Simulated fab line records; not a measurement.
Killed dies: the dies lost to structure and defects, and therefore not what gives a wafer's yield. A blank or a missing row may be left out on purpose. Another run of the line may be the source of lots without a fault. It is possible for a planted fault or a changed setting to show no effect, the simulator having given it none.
Which tool is to blame? | flow sky130 | 13 lots with 39 wafers sampled at 4 steps, on a route of 708 steps

== WHAT EACH GAUGE READ, for each wafer ==
SKY_POLY_GATE_THK_MEAS_04.
lot  | measured     | on           | POLY_GATE_CVD_03_THK (nm)
L828 | day 16 06:49 | filmMetro-04 | 75.6 75.2 75.2
L834 | day 18 00:44 | filmMetro-03 | 75.1 75.3 75.0
L835 | day 18 15:00 | filmMetro-04 | 75.8 75.2 75.0
L841 | day 20 23:52 | filmMetro-02 | 75.2 75.3 75.4
L842 | day 20 23:52 | filmMetro-04 | 75.4 75.4 74.7
L843 | day 21 11:38 | filmMetro-02 | 75.7 75.4 75.6
L845 | day 22 01:09 | filmMetro-04 | 76.0 75.5 76.0
L846 | day 23 09:43 | filmMetro-03 | 76.1 75.7 75.3
L847 | day 23 11:08 | filmMetro-04 | 74.9 75.9 75.6
L848 | day 23 11:05 | filmMetro-02 | 75.3 74.6 75.0
L849 | day 23 11:04 | filmMetro-04 | 75.1 75.6 74.6
L850 | day 23 18:07 | filmMetro-02 | 75.7 75.8 75.9
L851 | day 24 04:11 | filmMetro-02 | 75.8 76.4 75.7

SKY_LDD_HVN_TW_MEAS_10.
lot  | measured     | on           | LDD_HVN_TW
L828 | day 21 11:46 | filmMetro-03 | 1442 1454 1449
L834 | day 23 06:25 | filmMetro-03 | 1441 1454 1447
L835 | day 23 20:02 | filmMetro-04 | 1445 1450 1453
L841 | day 26 03:00 | filmMetro-04 | 1451 1453 1440
L842 | day 26 03:34 | filmMetro-02 | 1442 1455 1451
L843 | day 26 13:19 | filmMetro-02 | 1466 1455 1462
L845 | day 27 03:28 | filmMetro-02 | 1455 1447 1447
L846 | day 28 12:04 | filmMetro-04 | 1457 1451 1449
L847 | day 28 15:46 | filmMetro-02 | 1452 1447 1454
L848 | day 28 14:37 | filmMetro-02 | 1453 1453 1461
L849 | day 28 14:13 | filmMetro-02 | 1454 1450 1450
L850 | day 28 19:45 | filmMetro-02 | 1452 1452 1454
L851 | day 29 06:49 | filmMetro-03 | 1452 1460 1443

== EACH LOT AND THE TOOL THAT RAN IT (in order: tool; ch and the chambers of the sampled wafers; start) ==
lot  | SKY_SONOS_ONO_ETCH_15             | SKY_LDD_HVN_SOFTBAKE_03
L828 | rieDiel-04 ch 0,2,3, day 13 18:26 | lithoTrack-04 ch 0, day 20 20:28
L834 | rieDiel-02 ch 2,3, day 15 07:14   | lithoTrack-04 ch 0, day 22 14:17
L835 | rieDiel-04 ch 0,1,2, day 15 20:10 | lithoTrack-04 ch 0, day 23 05:04
L841 | rieDiel-04 ch 0,2,3, day 17 10:06 | lithoTrack-01 ch 0, day 25 12:08
L842 | rieDiel-04 ch 0,3, day 17 21:24   | lithoTrack-01 ch 0, day 25 12:44
L843 | rieDiel-04 ch 2,3, day 18 14:10   | lithoTrack-01 ch 0, day 25 22:23
L845 | rieDiel-01 ch 0,1,3, day 19 03:28 | lithoTrack-01 ch 0, day 26 12:29
L846 | rieDiel-01 ch 1,2, day 19 12:06   | lithoTrack-03 ch 0, day 27 20:52
L847 | rieDiel-01 ch 0,1,2, day 19 15:12 | lithoTrack-04 ch 0, day 28 00:34
L848 | rieDiel-04 ch 0,1,3, day 19 21:14 | lithoTrack-03 ch 0, day 27 23:33
L849 | rieDiel-01 ch 0,2,3, day 20 10:42 | lithoTrack-03 ch 0, day 27 22:55
L850 | rieDiel-01 ch 0,3, day 20 21:20   | lithoTrack-01 ch 0, day 28 05:43
L851 | rieDiel-04 ch 0,2, day 21 05:53   | lithoTrack-03 ch 0, day 28 15:55
- SKY_SONOS_ONO_ETCH_15: etches the open film in CHF3/O2, target depth 19.52 nm, time 7.8 s.
- SKY_LDD_HVN_SOFTBAKE_03: time 60 s.

== WHAT THE TOOLS THEMSELVES READ (means of the sampled wafers that have a number; where no wafer has one, the mark that the record gives instead) ==
SKY_SONOS_ONO_ETCH_15.
lot  | tool       | biasW (W) | chamberPressureMTorr (mTorr) | drypumpMotorCurrentA (A) | oesProductAu (a.u.) | throttleValvePct (%)
L828 | rieDiel-04 | 200.3     | 40.03                        | 5.9                      | 1.003               | 8.825
L834 | rieDiel-02 | 199.5     | 40.00                        | 5.2                      | 0.994               | 8.823
L835 | rieDiel-04 | 199.4     | 40.00                        | 5.6                      | 0.996               | 8.823
L841 | rieDiel-04 | 200.2     | 39.99                        | 5.9                      | 1.008               | 8.829
L842 | rieDiel-04 | 199.5     | 39.99                        | 6.1                      | 1.011               | 8.826
L843 | rieDiel-04 | 201.0     | 39.99                        | 5.9                      | 1.007               | 8.824
L845 | rieDiel-01 | 200.1     | 40.01                        | 5.5                      | 0.993               | 8.829
L846 | rieDiel-01 | 200.3     | 39.95                        | 5.5                      | 0.999               | 8.819
L847 | rieDiel-01 | 199.4     | 40.03                        | 5.8                      | 0.996               | 8.824
L848 | rieDiel-04 | 199.5     | 39.99                        | 5.7                      | 1.001               | 8.819
L849 | rieDiel-01 | 200.0     | 40.00                        | 6.0                      | 0.998               | 8.825
L850 | rieDiel-01 | 200.2     | 40.01                        | 5.8                      | 1.003               | 8.832
L851 | rieDiel-04 | 200.1     | 39.97                        | 5.7                      | 1.010               | 8.836

SKY_LDD_HVN_SOFTBAKE_03.
lot  | tool          | heaterPowerTotalW (W) | runLengthS (s)
L828 | lithoTrack-04 | 56.61                 | 89.24
L834 | lithoTrack-04 | 57.33                 | 86.92
L835 | lithoTrack-04 | 57.30                 | 86.89
L841 | lithoTrack-01 | 56.62                 | 89.57
L842 | lithoTrack-01 | 56.56                 | 89.38
L843 | lithoTrack-01 | 56.56                 | 89.52
L845 | lithoTrack-01 | 56.58                 | 89.41
L846 | lithoTrack-03 | 56.61                 | 89.23
L847 | lithoTrack-04 | 56.58                 | 89.18
L848 | lithoTrack-03 | 56.57                 | 89.37
L849 | lithoTrack-03 | 56.59                 | 89.33
L850 | lithoTrack-01 | 56.60                 | 89.44
L851 | lithoTrack-03 | 56.55                 | 89.34

== THE ANSWER, worked out from the rows above alone ==
Rule: usual is defined by the lots themselves. Put in order of their means at a reading, lots are off if they are a third of the lots or fewer, leave a main group of 4 or more, and stand apart from it by a gap of 3 or more times the standard deviation of the main group's means; of several such gaps the widest counts. A main group whose means are all the same, to the digits that the tables above print for the reading, isn't used. A lot without any number at a reading at which 4 lots or more have one is off too. All remaining lots with rows at the step are treated as sound. Order of review: gauges by route order, followed by the tools' own readings, for which a lot's mean as printed above is used. At the first step where some lot is off, the reading lying furthest off is the one used; lots without a number count as furthest.
Off: L834, L835, at SKY_LDD_HVN_SOFTBAKE_03 (heaterPowerTotalW). The main group has a mean of 56.58 W with a standard deviation of 0.022.
A tool fits if, at that step or a process step before it, it ran every lot that is off, and no sound lot after the first of them. No candidate that was tried fits.

== WHAT WAS PUT IN BY THE SIMULATOR ==
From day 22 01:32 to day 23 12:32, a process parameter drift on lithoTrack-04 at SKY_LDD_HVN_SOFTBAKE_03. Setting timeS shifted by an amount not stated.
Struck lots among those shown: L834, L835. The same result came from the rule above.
